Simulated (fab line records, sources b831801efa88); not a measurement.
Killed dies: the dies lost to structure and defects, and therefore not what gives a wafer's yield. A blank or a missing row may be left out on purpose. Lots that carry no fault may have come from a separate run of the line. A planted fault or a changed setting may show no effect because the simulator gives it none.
Which tool is to blame?    flow gf180mcu    Sampling: 14 lots, 39 wafers, 4 of 602 route steps

## WHAT THE GAUGES SHOWED, per wafer
GF_NSD_OVL_MEAS_08.
lot   measured      on          NSD_OVL (nm)
L667  day 13 07:36  overlay-01  1.6 0.7 0.6
L668  day 13 17:04  overlay-02  -1.3 -0.1 -1.3
L669  day 14 00:55  overlay-02  0.9 -0.9 -0.8
L671  day 14 19:53  overlay-01  -0.7 -1.2 0.3
L672  day 15 01:23  overlay-01  -2.5 -1.0 0.0
L676  day 16 10:27  overlay-02  1.2 -0.6
L677  day 16 19:47  overlay-01  0.7 0.2
L678  day 17 06:23  overlay-01  2.3 2.0
L684  day 19 11:35  overlay-01  0.0 -0.3 -0.8
L685  day 19 16:22  overlay-01  0.0 -1.4 -0.2
L686  day 19 22:14  overlay-01  0.8 0.1 1.2
L687  day 20 04:32  overlay-02  -0.6 -2.2 -0.9
L688  day 20 13:20  overlay-02  -1.9 -2.6 -2.5
L690  day 21 05:11  overlay-01  1.9 -0.8 1.1

GF_PSD_TW_MEAS_11.
lot   measured      on             PSD_TW
L667  day 14 05:02  film-metro-03  3133 3135 3144
L668  day 14 14:52  film-metro-01  3249 3243 3257
L669  day 14 23:01  film-metro-03  3126 3108 3130
L671  day 15 17:10  film-metro-03  3142 3114 3120
L672  day 15 23:58  film-metro-04  3182 3177 3171
L676  day 17 09:57  film-metro-01  3219 3217
L677  day 17 19:46  film-metro-04  3178 3192
L678  day 18 06:55  film-metro-03  3113 3110
L684  day 20 12:28  film-metro-01  3240 3226 3211
L685  day 20 16:28  film-metro-01  3238 3241 3237
L686  day 20 22:43  film-metro-01  3224 3235 3236
L687  day 21 05:32  film-metro-01  3236 3259 3234
L688  day 21 13:31  film-metro-04  3222 3200 3216
L690  day 22 05:07  film-metro-04  3170 3181 3183

GF_SAB_THK_MEAS_01.
lot   measured      on             SAB_CVD_00_THK (nm)
L667  day 14 05:34  film-metro-02  49.0 49.8 49.9
L668  day 14 15:24  film-metro-01  49.3 49.8 50.1
L669  day 14 23:34  film-metro-02  49.5 48.5 49.5
L671  day 15 17:38  film-metro-01  49.4 50.8 49.7
L672  day 16 00:25  film-metro-02  49.7 50.5 50.5
L676  day 17 10:24  film-metro-01  40.2 50.0
L677  day 17 20:13  film-metro-02  48.9 40.4
L678  day 18 07:22  film-metro-02  49.3 40.7
L684  day 20 12:55  film-metro-01  49.9 49.1 50.1
L685  day 20 16:55  film-metro-04  48.4 49.7 49.9
L686  day 20 23:10  film-metro-01  49.4 49.6 51.5
L687  day 21 06:04  film-metro-02  49.1 49.3 49.9
L688  day 21 13:58  film-metro-02  49.0 50.0 49.8
L690  day 22 05:34  film-metro-01  48.4 49.5 49.8

## WHAT TOOL EACH LOT RAN ON (gives the tool, then ch and the chambers of the sampled wafers, and finally the start)
lot   GF_SAB_CVD_00
L667  pecvd-03 ch 0,1,2, day 14 05:32
L668  pecvd-01 ch 0,1,2, day 14 15:23
L669  pecvd-03 ch 0,1,2, day 14 23:32
L671  pecvd-03 ch 0,1, day 15 17:37
L672  pecvd-03 ch 0,1,2, day 16 00:23
L676  pecvd-03 ch 0,2, day 17 10:21
L677  pecvd-03 ch 0, day 17 20:12
L678  pecvd-03 ch 1,2, day 18 07:20
L684  pecvd-03 ch 0,1,2, day 20 12:53
L685  pecvd-03 ch 0,1,2, day 20 16:53
L686  pecvd-01 ch 0,1,2, day 20 23:08
L687  pecvd-03 ch 0,2, day 21 06:02
L688  pecvd-03 ch 1,2, day 21 13:56
L690  pecvd-03 ch 0,1,2, day 22 05:32
- GF_SAB_CVD_00: deposits SiO2 from TEOS, target thk 50 nm, time 4.9302 s.

## AS READ BY THE TOOLS THEMSELVES (means over the sampled wafers that have a number; for cases with no such wafer, the mark the record gives instead)
GF_SAB_CVD_00.
lot   tool      heater-power-w (W)
L667  pecvd-03  754
L668  pecvd-01  527
L669  pecvd-03  714
L671  pecvd-03  819
L672  pecvd-03  777
L676  pecvd-03  800
L677  pecvd-03  964
L678  pecvd-03  744
L684  pecvd-03  764
L685  pecvd-03  792
L686  pecvd-01  594
L687  pecvd-03  828
L688  pecvd-03  595
L690  pecvd-03  757

## THE ANSWER, worked out from the rows above alone
Rule: usual is defined by the lots themselves. The widest of any qualifying gaps counts: lots, ordered by their means at a reading, are off when they make up no more than a third of the lots, leave a main group of 4 or more, and stand apart from it by 3 or more times the standard deviation of that group's means. The tables above print the reading to a certain number of digits; a main group whose means all agree to those digits is not used. Also off: a lot with no number at a reading for which 4 or more lots have one. The other lots that the step has rows for count as sound. The gauges are gone through in route order, then the tools' own readings, and for those a lot's mean is taken as printed above. The first step at which some lot is off is used, and at that step the reading that is off furthest; a lot without a number counts as furthest.
Off: L676, L677, L678, at GF_SAB_THK_MEAS_01 (SAB_CVD_00_THK). The main group: mean 49.6 nm, standard deviation 0.34.
If a tool, at a process step before that reading, ran all the lots that are off and no sound lot after the first of them, it fits. The gauges at GF_SAB_THK_MEAS_01 are tried like those tools. Not one of the candidates tried fits.

## WHAT THE SIMULATOR PUT IN
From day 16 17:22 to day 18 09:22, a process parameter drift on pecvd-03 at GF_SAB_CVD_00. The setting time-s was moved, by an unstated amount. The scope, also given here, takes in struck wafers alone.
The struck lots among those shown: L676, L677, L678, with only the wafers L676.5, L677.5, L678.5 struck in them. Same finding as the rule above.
